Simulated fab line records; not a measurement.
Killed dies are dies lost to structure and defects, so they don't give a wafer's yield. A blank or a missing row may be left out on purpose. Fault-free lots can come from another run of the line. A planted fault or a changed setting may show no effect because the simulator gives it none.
The same fault as seen by 2 desks -- flow sfq_line -- every desk sees just its own numbers, and what lay behind them comes last

== FROM THE METROLOGY DESK ==
What the gauges read, lot by lot, whatever tool the lot ran on: means of the sampled wafers that have a number. Marked OUT: a lot whose mean sits more than 4 standard deviations from the usual mean, which makes it out of limits; the brackets give that distance.
Columns: A = M6_OVL at SFQ_M6_OVL_MEAS_940, usual -1 nm
lot,first seen here,A
L825,day 66 11:48,8
L826,day 66 22:36,3
L827,day 71 08:29,-2
L828,day 71 10:53,3
L829,day 71 12:05,2
L830,day 72 11:39,-1
L831,day 72 12:51,1
L833,day 72 18:15,-5
L834,day 72 19:28,-8
L835,day 72 21:52,-2
L837,day 73 02:39,4
L838,day 79 03:34,1
L840,day 81 00:26,-6
L841,day 81 06:26,7
L842,day 84 22:28,-6
This desk's finding: nothing out of limits on any of the 15 lots.

== DESK OF THE TOOL OWNER: litho_track-04 ==
The tool's own readings at SFQ_TRILAYER_I3_VIA_LITHO_COAT_090 (resist thk 62 nm): means of the sampled wafers that have a number, for each lot that ran on this tool. Marked OUT: a lot whose mean sits more than 4 standard deviations from the usual mean, which makes it out of limits; the brackets give that distance.
Columns: A = dispense_pressure_kPa at SFQ_TRILAYER_I3_VIA_LITHO_COAT_090, usual 49 kPa; B = spin_speed_rpm at SFQ_TRILAYER_I3_VIA_LITHO_COAT_090, usual 3000.4 rpm
lot,first seen here,A,B
L828,day 44 16:49,46,3001.5
L833,day 51 14:49,46,2999.5
L835,day 52 04:13,46,2952.8 (-24) OUT
L838,day 52 11:55,46,2955.3 (-23) OUT
L841,day 52 20:55,46,2956.6 (-22) OUT
This desk finds L835, L838, L841 out of limits, L835 being first, at day 52 04:13 (spin_speed_rpm at SFQ_TRILAYER_I3_VIA_LITHO_COAT_090). L828, L833 stayed within limits.

== ALL TOGETHER ==
An alarm could have come from the tool owner's desk at day 52 04:13, on L835, L838, L841.
The metrology desk saw nothing out of limits.
The metrology desk has L835, L838, L841 on record, within its limits.
Of the lots named, all ran SFQ_TRILAYER_I3_VIA_LITHO_COAT_090 on litho_track-04.

== WHAT HAD BEEN PUT IN BY THE SIMULATOR ==
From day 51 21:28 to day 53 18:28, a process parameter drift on litho_track-04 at SFQ_TRILAYER_I3_VIA_LITHO_COAT_090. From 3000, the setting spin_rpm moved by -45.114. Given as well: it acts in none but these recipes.
Struck lots among those shown: L835, L838, L841.
Hours from the fault's start to each desk's first reading out of limits: the tool owner's desk, 7.
